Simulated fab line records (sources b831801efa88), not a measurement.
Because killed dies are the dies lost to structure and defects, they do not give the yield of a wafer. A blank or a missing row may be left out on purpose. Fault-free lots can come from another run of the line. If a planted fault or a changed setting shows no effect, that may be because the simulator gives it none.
Comparing a struck lot with a sound one ; flow sky130 ; 30 steps out of a route of 708
Sound: wafers L719.2, L719.5, L719.6. Wafers L714.2, L714.3, L714.6 were the ones struck. The cause comes at the end.
Order at every step that has rows: each side's tool, ch and its chambers, its first start. Under that, the readings that differ: sound wafers ; struck wafers ; difference of the means ; sigmas: that difference in standard deviations of wafers without a fault.
alike: readings whose means differ by less than 2 such deviations, and words and numbers that are the same on both sides. not compared: withheld readings, readings that some wafer has no value for, bounds like >300 that may hide the same value, and numbers for which the record gives no deviation and whose values overlap.
Wherever a step has rows on one side only, a row that says differs or no value, or a row with sigmas, the two part there. When numbers do not overlap yet have no deviation, they are printed without sigmas and do not part them. Lack of a reading on every wafer of one side parts them only where that side has two or more wafers.

first, 5 steps without rows for these wafers: SKY_SONOS_ONO_COAT_08 (resist thk 1140 nm); SKY_SONOS_ONO_SOFTBAKE_09 (time 60 s); SKY_SONOS_ONO_EXPOSE_10 (exposes mask ONOM, target cd 410 nm); SKY_SONOS_ONO_PEB_11; SKY_SONOS_ONO_DEVELOP_12 (develop time 60 s).
SKY_SONOS_ONO_CD_MEAS_13: target cd 410 nm.
  struck on cdSem-02, day 16 15:56; sound on cdSem-02, day 18 03:44
  alike: cdNm
SKY_SONOS_ONO_OVL_MEAS_14:
  struck on overlay-02, day 16 16:02; sound on overlay-01, day 18 03:50
  alike: SONOS_ONO_OVL
SKY_SONOS_ONO_ETCH_15: etches the open film in CHF3/O2, target depth 19.52 nm, time 7.8 s.
  sound on rieDiel-03 ch 2,3, day 18 03:52; struck on rieDiel-02 ch 0,2,3, day 16 16:04
  alike: drypumpMotorCurrentA, oesProductAu, throttleValvePct
  not compared: rfHoursCounterH
then, 1 step without rows for these wafers: SKY_SONOS_ONO_WET_ETCH_16 (etches SiO2 in dHF, target depth 14 nm, time 280 s).
SKY_SONOS_ONO_STRIP_17: strips in O2/N2.
  sound on plasmaAsher-03 ch 0,1, day 18 03:58; struck on plasmaAsher-01 ch 0,1, day 16 16:10
  alike: drypumpMotorCurrentA, oesProductAu, stripTimeToEndpointS
  not compared: rfHoursCounterH
then, 2 steps without rows for these wafers: SKY_SONOS_ONO_WET_ETCH_18 (etches Si3N4 in H3PO4, target depth 15 nm, time 172 s); SKY_GATE_OXIDE_CLEAN_00 (cleans in SC1/SC2, time 150 s).
SKY_GATE_OXIDE_OXIDATION_01: stabilise 600 s, purge 300 s, target thk 10.268 nm.
  sound on furnace-01 ch 0, day 18 08:35; struck on furnace-02 ch 0, day 16 18:06
reading;sound;struck;difference;sigmas
spikeTcBottomC (C);914.5 914.9 913.2;886.9 886.0 886.8;-27.6;-18
spikeTcCentreC (C);899.2 898.7 898.7;871.0 871.9 872.0;-27.2;-23
spikeTcLowerC (C);899.8 900.4 898.6;870.4 871.9 870.3;-28.7;-26
spikeTcTopC (C);912.2 914.3 913.1;881.7 883.4 880.3;-31.4;-22
spikeTcUpperC (C);899.2 901.2 900.7;870.9 870.0 871.7;-29.5;-27
tubeCenterTempC (C);899.79 900.02 900.15;870.51 870.42 870.4;-29.54;-99 or more
tube_center_temp_C_max;902.2 902.2 902.4;872.1 872.7 872.6;-29.8;-76
model.SiO2_of_GATE_OXIDE_OXIDATION_01.thkNm (nm);10.19 9.954 10.12;7.11 7.2 6.93;-3.01;
SKY_GATE_OXIDE_THK_MEAS_02:
  struck on filmMetro-02, day 16 19:31; sound on filmMetro-02, day 18 10:01
reading;sound;struck;difference;sigmas
GATE_OXIDE_OXIDATION_00_THK (nm);10.23 9.97 10.09;7.10 7.21 6.94;-3.01;-15
then, 7 steps without rows for these wafers: SKY_GATE_OXIDE_DEHYDRATE_03 (time 60 s); SKY_GATE_OXIDE_HMDS_04 (prime time 60 s); SKY_GATE_OXIDE_COAT_05 (resist thk 1140 nm); SKY_GATE_OXIDE_SOFTBAKE_06 (time 60 s); SKY_GATE_OXIDE_EXPOSE_07 (exposes mask LVOM, target cd 600 nm); SKY_GATE_OXIDE_PEB_08; SKY_GATE_OXIDE_DEVELOP_09 (develop time 60 s).
SKY_GATE_OXIDE_OVL_MEAS_10:
  struck on overlay-01, day 18 00:16; sound on overlay-02, day 19 16:01
reading;sound;struck;difference;sigmas
GATE_OXIDE_OVL (nm);-0.8 0.5 0.7;5.2 3.2 1.7;+3.2;+2
then, 2 steps without rows for these wafers: SKY_GATE_OXIDE_IMPLANT_11; SKY_GATE_OXIDE_WET_ETCH_12 (etches SiO2 in dHF, target depth 16.8 nm, time 336 s).
SKY_GATE_OXIDE_STRIP_13: strips in O2/N2.
  sound on plasmaAsher-03 ch 0,1, day 19 16:19; struck on plasmaAsher-01 ch 0,1, day 18 00:33
  alike: drypumpMotorCurrentA, oesProductAu, stripTimeToEndpointS
  not compared: rfHoursCounterH
SKY_GATE_OXIDE_TW_MEAS_14:
  struck on filmMetro-03, day 18 00:40; sound on filmMetro-03, day 19 16:26
  alike: GATE_OXIDE_TW
then, 1 step without rows for these wafers: SKY_GATE_OXIDE_CLEAN_15 (cleans in SC1/SC2, time 150 s).
SKY_GATE_OXIDE_OXIDATION_16: stabilise 600 s, purge 300 s, target thk 3.57 nm.
  sound on furnace-01 ch 0, day 19 16:32; struck on furnace-02 ch 0, day 18 07:01
reading;sound;struck;difference;sigmas
model.SiO2_of_GATE_OXIDE_OXIDATION_01.thkNm (nm);11.52 11.29 11.48;8.787 8.866 8.572;-2.688;
  alike: spikeTcBottomC, spikeTcCentreC, spikeTcLowerC, spikeTcTopC, spikeTcUpperC, tubeCenterTempC, tube_center_temp_C_max
then, 1 step without rows for these wafers: SKY_POLY_GATE_CVD_00 (deposits poly-Si, target thk 180 nm, time 720 s).
-- record jumps: 31 days separate the struck wafers' starts on either side; left off in module POLY_GATE, taken up again in module PAD_OPEN, whose first shown step is the route's number 708 --
SKY_PAD_OPEN_PROBE_99:
  struck on prober-01, day 49 07:23; sound on prober-02, day 49 17:44
reading;sound;struck;difference;sigmas
model.etest.nfet_16v.rOnOhmUm;1.416e+04 1.392e+04 1.408e+04;1.232e+04 1.238e+04 1.226e+04;-1.733e+03;
model.etest.pfet_16v.rOnOhmUm;1.57e+04 1.508e+04 1.56e+04;1.427e+04 1.439e+04 1.422e+04;-1.167e+03;
model.etest.pfetG5v0d10v5.rOnOhmUm;4722 4716 4713;4120 4136 4038;-619;
model.etest.tipSonos.rsOhmSq;2728 2663 2716;2177 2180 2169;-527;
model.etest.nfetG5v0d10v5.rOnOhmUm;1866 1842 1848;1622 1642 1614;-226;
model.etest.nfetG5v0d10v5.driveUaUm;608 625.8 618.2;785.2 777.5 802.1;+170.9;
model.etest.nfet_05v0_nvt.driveUaUm;574.2 589.4 583.4;729.2 728.7 738;+149.6;
model.etest.pfetG5v0d10v5.driveUaUm;345.9 345.6 345.8;425.8 418.7 429.1;+78.8;
  alike: killed_at_M0_to_M3, killed_at_M4_up, killedAtContacts, killedAtFrontEnd, killedAtOther, killedDies, killedOpen, killedShort

WHERE THEY PART
Earliest at SKY_GATE_OXIDE_OXIDATION_01; latest, in this record, at SKY_GATE_OXIDE_OVL_MEAS_10. Later steps at which nothing parts them and some readings are alike: SKY_GATE_OXIDE_STRIP_13, SKY_GATE_OXIDE_TW_MEAS_14, SKY_GATE_OXIDE_OXIDATION_16, SKY_PAD_OPEN_PROBE_99.

WHY: the cause the simulator had injected
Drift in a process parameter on furnace-02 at SKY_GATE_OXIDE_OXIDATION_01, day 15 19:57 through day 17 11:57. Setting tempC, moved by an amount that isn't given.
